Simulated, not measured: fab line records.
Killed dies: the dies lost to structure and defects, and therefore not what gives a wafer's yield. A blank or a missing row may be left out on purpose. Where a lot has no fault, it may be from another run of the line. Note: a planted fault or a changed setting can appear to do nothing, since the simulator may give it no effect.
Struck lot and sound lot, side by side || flow sky130 || 44 steps out of a route of 708
Sound: wafers L204.1, L204.2, L204.3. Wafers L212.3, L212.5, L212.6 were the ones struck. The cause is given at the end.
Order at every step that has rows: each side's tool, ch and its chambers, its first start. Under that, the readings that differ: sound wafers || struck wafers || difference of the means || sigmas: that difference in standard deviations of wafers without a fault.
alike: words and numbers the same on both sides, and readings whose means are apart by under 2 such deviations; not compared: readings that were withheld, readings missing a value for some wafer, numbers with overlapping values and no deviation given by the record, and bounds like >300 which may hide the same value.
Wherever a step has rows on one side only, a row that says differs or no value, or a row with sigmas, the two part there. Non-overlapping numbers with no deviation appear without sigmas and do not part them. A reading missing from all wafers of one side parts the sides only when that side holds two or more wafers.

first, 5 steps without rows for these wafers: SKY_FIELD_ISO_WET_ETCH_18 (etches Si3N4 in H3PO4, target depth 25 nm, time 286 s); SKY_FIELD_ISO_CLEAN_19 (cleans in SC1/SC2, time 150 s); SKY_FIELD_ISO_CLEAN_20 (cleans in dHF, time 20 s); SKY_FIELD_ISO_WET_ETCH_21 (etches SiO2 in dHF, target depth 20 nm, time 400 s); SKY_FIELD_ISO_OXIDATION_22 (stabilise 600 s, purge 300 s, target thk 10 nm).
SKY_FIELD_ISO_THK_MEAS_23:
  sound: filmMetro-02 at day 3 13:22; struck: filmMetro-03 at day 5 02:29
  alike: FIELD_ISO_OXIDATION_01_THK
then, 1 step without rows for these wafers: SKY_FIELD_ISO_CVD_24 (deposits SiO2, target thk 595 nm, time 99.2 s).
SKY_FIELD_ISO_THK_MEAS_25:
  sound: filmMetro-04 at day 3 13:29; struck: filmMetro-04 at day 5 02:37
  alike: FIELD_ISO_CVD_24_THK
then, 1 step without rows for these wafers: SKY_FIELD_ISO_ANNEAL_26 (time 1800 s).
SKY_FIELD_ISO_CMP_27: polishes, stops on Si3N4, t overpolish 16 s, target thk 457.8 nm.
  sound on cmp-02 ch 0,1,2, day 3 17:39; struck on cmp-01 ch 0,3, day 5 04:13
{"reading": "motorCurrentA (A)", "sound": "12.8 12.2 12.8", "struck": "10.5 11.1 10.6", "difference": -1.9, "sigmas": -2}
  alike: headPressurePsi, overpolishRunS, slurryFlowMlMin, timeToEndpointS
then, 2 steps without rows for these wafers: SKY_FIELD_ISO_WET_ETCH_28 (etches SiO2 in dHF, target depth 23.7 nm, time 47 s); SKY_FIELD_ISO_WET_ETCH_29 (etches Si3N4 in H3PO4, target depth 160 nm, time 1825 s).
SKY_FIELD_ISO_WET_ETCH_30: etches SiO2 in dHF, target depth 25 nm, time 50 s.
  sound on wetBench-03 ch 3, day 3 18:32; struck on wetBench-02 ch 0, day 5 05:02
{"reading": "runLengthS (s)", "sound": "76 76 76", "struck": "51 51 51", "difference": -25, "sigmas": -8}
{"reading": "model.SiO2_of_FIELD_ISO_CVD_24.thkNm (nm)", "sound": "404 406.4 405.8", "struck": "419.8 418.4 417.2", "difference": "+13.1", "sigmas": ""}
  alike: tempC
then, 2 steps without rows for these wafers: SKY_NWELL_CLEAN_00 (cleans in SC1/SC2, time 150 s); SKY_NWELL_OXIDATION_01 (stabilise 600 s, purge 300 s, target thk 10 nm).
SKY_NWELL_THK_MEAS_02:
  sound: filmMetro-01 at day 3 21:41; struck: filmMetro-03 at day 5 09:42
  alike: NWELL_OXIDATION_THK
then, 8 steps without rows for these wafers: SKY_DNWELL_DEHYDRATE_00 (time 60 s); SKY_DNWELL_HMDS_01 (prime time 60 s); SKY_DNWELL_COAT_02 (resist thk 3000 nm); SKY_DNWELL_SOFTBAKE_03; SKY_DNWELL_EXPOSE_04 (exposes mask DNM, target cd 3000 nm); SKY_DNWELL_PEB_05; SKY_DNWELL_DEVELOP_06 (develop time 60 s); SKY_DNWELL_IMPLANT_07.
SKY_DNWELL_STRIP_08: strips in O2/N2.
  sound on plasmaAsher-02 ch 0,1, day 4 14:48; struck on plasmaAsher-01 ch 0,1, day 6 04:29
  alike: drypumpMotorCurrentA, oesProductAu, stripTimeToEndpointS
  not compared: rfHoursCounterH
SKY_DNWELL_TW_MEAS_09:
  sound: filmMetro-01 at day 4 14:54; struck: filmMetro-01 at day 6 04:34
  alike: DNWELL_TW
then, 7 steps without rows for these wafers: SKY_PWDE_DEHYDRATE_00 (time 60 s); SKY_PWDE_HMDS_01 (prime time 60 s); SKY_PWDE_COAT_02 (resist thk 3000 nm); SKY_PWDE_SOFTBAKE_03; SKY_PWDE_EXPOSE_04 (exposes mask PWDEM, target cd 840 nm); SKY_PWDE_PEB_05; SKY_PWDE_DEVELOP_06 (develop time 60 s).
SKY_PWDE_OVL_MEAS_07:
  sound: overlay-02 at day 5 08:42; struck: overlay-01 at day 6 23:47
  alike: PWDE_OVL
following that, these wafers have no rows for 1 step: SKY_PWDE_IMPLANT_08.
SKY_PWDE_STRIP_09: strips in O2/N2.
  sound on plasmaAsher-01 ch 0,1, day 5 08:53; struck on plasmaAsher-01 ch 0,1, day 6 23:59
  alike: drypumpMotorCurrentA, oesProductAu, stripTimeToEndpointS
  not compared: rfHoursCounterH
SKY_PWDE_TW_MEAS_10:
  sound: filmMetro-03 at day 5 08:59; struck: filmMetro-03 at day 7 00:04
  alike: PWDE_TW
then, 5 steps without rows for these wafers: SKY_NWELL_DEHYDRATE_03 (time 60 s); SKY_NWELL_HMDS_04 (prime time 60 s); SKY_NWELL_COAT_05 (resist thk 3000 nm); SKY_NWELL_SOFTBAKE_06; SKY_NWELL_EXPOSE_07 (exposes mask NWM, target cd 840 nm).
-- the record jumps here: 26 days lie between the struck wafers' starts before and after (it left off in module NWELL and takes up again in module SALICIDE, whose first step shown is number 361 of the route) --
SKY_SALICIDE_CLEAN_00: cleans in HF-last, time 30 s.
  sound on wetBench-01 ch 1, day 30 12:26; struck on wetBench-02 ch 2, day 32 15:19
{"reading": "model.SiO2_of_FIELD_ISO_CVD_24.thkNm (nm)", "sound": "357.9 360.1 359.5", "struck": "373.6 372.1 371", "difference": "+13.1", "sigmas": ""}
-- the record jumps here: 16 days lie between the struck wafers' starts before and after (it left off in module SALICIDE and takes up again in module PAD_OPEN, whose first step shown is number 708 of the route) --
SKY_PAD_OPEN_PROBE_99:
  sound: prober-01 at day 47 09:49; struck: prober-02 at day 49 00:05
{"reading": "model.etest.res_p_drift_20v.lineOhmUm", "sound": "1.153e+04 1.148e+04 1.176e+04", "struck": "1.27e+04 1.299e+04 1.297e+04", "difference": "+1.30e+03", "sigmas": ""}
{"reading": "model.etest.res_p_drift_20v.rsOhmSq", "sound": "9670 9584 9870", "struck": "1.083e+04 1.082e+04 1.087e+04", "difference": "+1.132e+03", "sigmas": ""}
{"reading": "model.etest.pfet_16v.rOnOhmUm", "sound": "1.521e+04 1.514e+04 1.527e+04", "struck": "1.59e+04 1.587e+04 1.597e+04", "difference": "+7.07e+02", "sigmas": ""}
{"reading": "model.etest.resIsoPwell.lineOhmUm", "sound": "1110 1108 1137", "struck": "1280 1298 1302", "difference": "+175", "sigmas": ""}
{"reading": "model.etest.resNwell.rsOhmSq", "sound": "988.2 988 998.6", "struck": "937.6 939.8 950.1", "difference": -49.1, "sigmas": ""}
{"reading": "model.etest.capLiToPoly.cAfUm2", "sound": "97.44 96.77 98.69", "struck": "102 101.2 100.7", "difference": "+4", "sigmas": ""}
{"reading": "model.etest.capPolyToWell.cAfUm2", "sound": "92.04 89.39 90.61", "struck": "87.5 88.98 85.65", "difference": -3.3, "sigmas": ""}
{"reading": "model.etest.fieldP.vtV (V)", "sound": "-43.08 -43.14 -43.61", "struck": "-42.53 -42.53 -43.02", "difference": "+0.58", "sigmas": ""}
  alike: killed_at_M0_to_M3, killed_at_M4_up, killedAtContacts, killedAtFrontEnd, killedAtOther, killedDies, killedOpen, killedShort

## WHERE THEY PART
Earliest at SKY_FIELD_ISO_CMP_27; latest, in this record, at SKY_FIELD_ISO_WET_ETCH_30. Later steps at which nothing parts them and some readings are alike: SKY_NWELL_THK_MEAS_02, SKY_DNWELL_STRIP_08, SKY_DNWELL_TW_MEAS_09, SKY_PWDE_OVL_MEAS_07, SKY_PWDE_STRIP_09, SKY_PWDE_TW_MEAS_10, SKY_PAD_OPEN_PROBE_99.

WHY: whatever the simulator had introduced
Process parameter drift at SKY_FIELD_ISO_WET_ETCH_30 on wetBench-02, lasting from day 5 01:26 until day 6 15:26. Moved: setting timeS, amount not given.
